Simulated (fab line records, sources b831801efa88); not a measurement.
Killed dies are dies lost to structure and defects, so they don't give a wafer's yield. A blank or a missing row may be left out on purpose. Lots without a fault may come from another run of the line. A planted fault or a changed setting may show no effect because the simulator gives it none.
Which tool did it? | flow sfq_line | 14 lots, 42 wafers sampled, at 3 steps of a route of 325

WHAT THE GAUGES READ, wafer by wafer
SFQ_L0_RS_MEAS_901: measures by four-point-probe. Usual: L0_MONX_KI_RS 43.7 ohm/sq, standard deviation 0.51.
lot  | measured    | on            | L0_MONX_KI_RS (ohm/sq) | flag
L236 | day 1 12:37 | film_metro-04 | 43.3 43.3 42.8         |
L237 | day 1 17:34 | film_metro-04 | 42.7 43.2 43.9         |
L238 | day 1 22:34 | film_metro-01 | 43.8 42.9 43.4         |
L240 | day 2 08:36 | film_metro-02 | 44.4 44.0 43.6         |
L241 | day 2 13:36 | film_metro-01 | 43.8 44.3 43.0         |
L243 | day 2 23:34 | film_metro-01 | 43.5 42.7 43.1         |
L244 | day 3 04:35 | film_metro-04 | 43.4 43.4 43.2         |
L245 | day 3 09:34 | film_metro-04 | 43.3 43.7 43.3         |
L246 | day 3 14:34 | film_metro-02 | 43.2 43.2 43.1         |
L247 | day 3 19:35 | film_metro-01 | 43.2 43.2 43.4         |
L248 | day 4 00:35 | film_metro-02 | 44.3 44.0 44.0         |
L250 | day 4 10:36 | film_metro-01 | 44.2 43.8 43.7         |
L251 | day 4 15:34 | film_metro-04 | 43.3 43.4 43.7         |
L259 | day 6 07:34 | film_metro-04 | 43.6 43.8 43.8         |

SFQ_I0_OVL_MEAS_908. Usual: I0_OVL 0 nm, standard deviation 6.
lot  | measured     | on         | I0_OVL (nm) | flag
L236 | day 17 04:08 | overlay-02 | -2 -6 -7    |
L237 | day 17 18:14 | overlay-01 | -1 -1 -1    |
L238 | day 18 20:21 | overlay-02 | 2 -3 3      |
L240 | day 19 04:46 | overlay-02 | -4 -6 -5    |
L241 | day 19 10:46 | overlay-02 | 5 3 1       |
L243 | day 20 15:33 | overlay-01 | -3 1 -5     |
L244 | day 21 01:17 | overlay-02 | 2 -3 -2     |
L245 | day 21 12:11 | overlay-01 | -6 -5 -7    |
L246 | day 22 01:31 | overlay-02 | -2 -2 -1    |
L247 | day 23 03:53 | overlay-01 | -5 -14 -11  |
L248 | day 23 08:41 | overlay-01 | 8 5 4       |
L250 | day 23 23:05 | overlay-02 | 5 3 9       |
L251 | day 24 12:16 | overlay-01 | 1 2 3       |
L259 | day 27 09:07 | overlay-01 | 1 2 3       |

WHICH TOOL RAN EACH LOT (tool, then ch and the chambers of the sampled wafers, then the start)
lot  | SFQ_TRILAYER_L0_VIA_ETCH_VIA_ETCH_016
L236 | rie_diel-04 ch 1,2,3, day 7 14:30
L237 | rie_diel-01 ch 1,2,3, day 7 22:27
L238 | rie_diel-01 ch 0,3, day 8 08:03
L240 | rie_diel-04 ch 0,3, day 9 00:58
L241 | rie_diel-04 ch 0,2, day 9 08:10
L243 | rie_diel-01 ch 2,3, day 10 05:05
L244 | rie_diel-04 ch 0,3, day 10 11:11
L245 | rie_diel-01 ch 0,2,3, day 10 14:47
L246 | rie_diel-03 ch 1,2,3, day 11 00:23
L247 | rie_diel-04 ch 0,1,3, day 11 08:47
L248 | rie_diel-01 ch 1,3, day 11 11:11
L250 | rie_diel-04 ch 2,3, day 12 01:52
L251 | rie_diel-03 ch 1,2,3, day 12 11:28
L259 | rie_diel-03 ch 1,2, day 14 21:19
- SFQ_TRILAYER_L0_VIA_ETCH_VIA_ETCH_016: etches SiO2 in CHF3, stops on MoNx KI, target depth 80 nm.

WHAT THE TOOLS THEMSELVES READ (means of the sampled wafers that have a number; where no wafer has one, the mark that the record gives instead)
SFQ_TRILAYER_L0_VIA_ETCH_VIA_ETCH_016. Usual: chamber_pressure_mTorr 30.001 mTorr, standard deviation 0.027; drypump_motor_current_A 5.6 A, standard deviation 0.58; oes_product_au 0.845 a.u., standard deviation 0.0081.
lot  | tool        | chamber_pressure_mTorr (mTorr) | drypump_motor_current_A (A) | oes_product_au (a.u.) | flag
L236 | rie_diel-04 | 29.984                         | 5.4                         | 0.848                 |
L237 | rie_diel-01 | 29.988                         | 5.6                         | 0.842                 |
L238 | rie_diel-01 | 29.982                         | 5.7                         | 0.837                 |
L240 | rie_diel-04 | 29.984                         | 5.4                         | 0.848                 |
L241 | rie_diel-04 | 29.977                         | 5.1                         | 0.850                 |
L243 | rie_diel-01 | 29.993                         | 5.9                         | 0.853                 |
L244 | rie_diel-04 | 30.007                         | 5.4                         | 0.852                 |
L245 | rie_diel-01 | 29.996                         | 5.7                         | 0.843                 |
L246 | rie_diel-03 | 30.009                         | 6.3                         | 0.840                 |
L247 | rie_diel-04 | 29.990                         | 5.3                         | 0.847                 |
L248 | rie_diel-01 | 30.006                         | 5.4                         | 0.841                 |
L250 | rie_diel-04 | 29.996                         | 5.4                         | 0.840                 |
L251 | rie_diel-03 | 30.013                         | 6.3                         | 0.840                 |
L259 | rie_diel-03 | 29.982                         | 6.5                         | 0.836                 |

THE ANSWER, worked out from the rows above alone
Rule: a lot is off if the mean of its wafers that have a number lies more than 3 standard deviations from the usual mean. A lot without any number at a reading at which 4 lots or more have one is off too. The other lots that the step has rows for count as sound. The gauges are gone through in route order, then the tools' own readings, and for those a lot's mean is taken as printed above. The first step at which some lot is off is used, and at that step the reading that is off furthest; a lot without a number counts as furthest.
No lot is off at any reading shown: from this, nothing can be told.

WHAT THE SIMULATOR HAD PUT IN
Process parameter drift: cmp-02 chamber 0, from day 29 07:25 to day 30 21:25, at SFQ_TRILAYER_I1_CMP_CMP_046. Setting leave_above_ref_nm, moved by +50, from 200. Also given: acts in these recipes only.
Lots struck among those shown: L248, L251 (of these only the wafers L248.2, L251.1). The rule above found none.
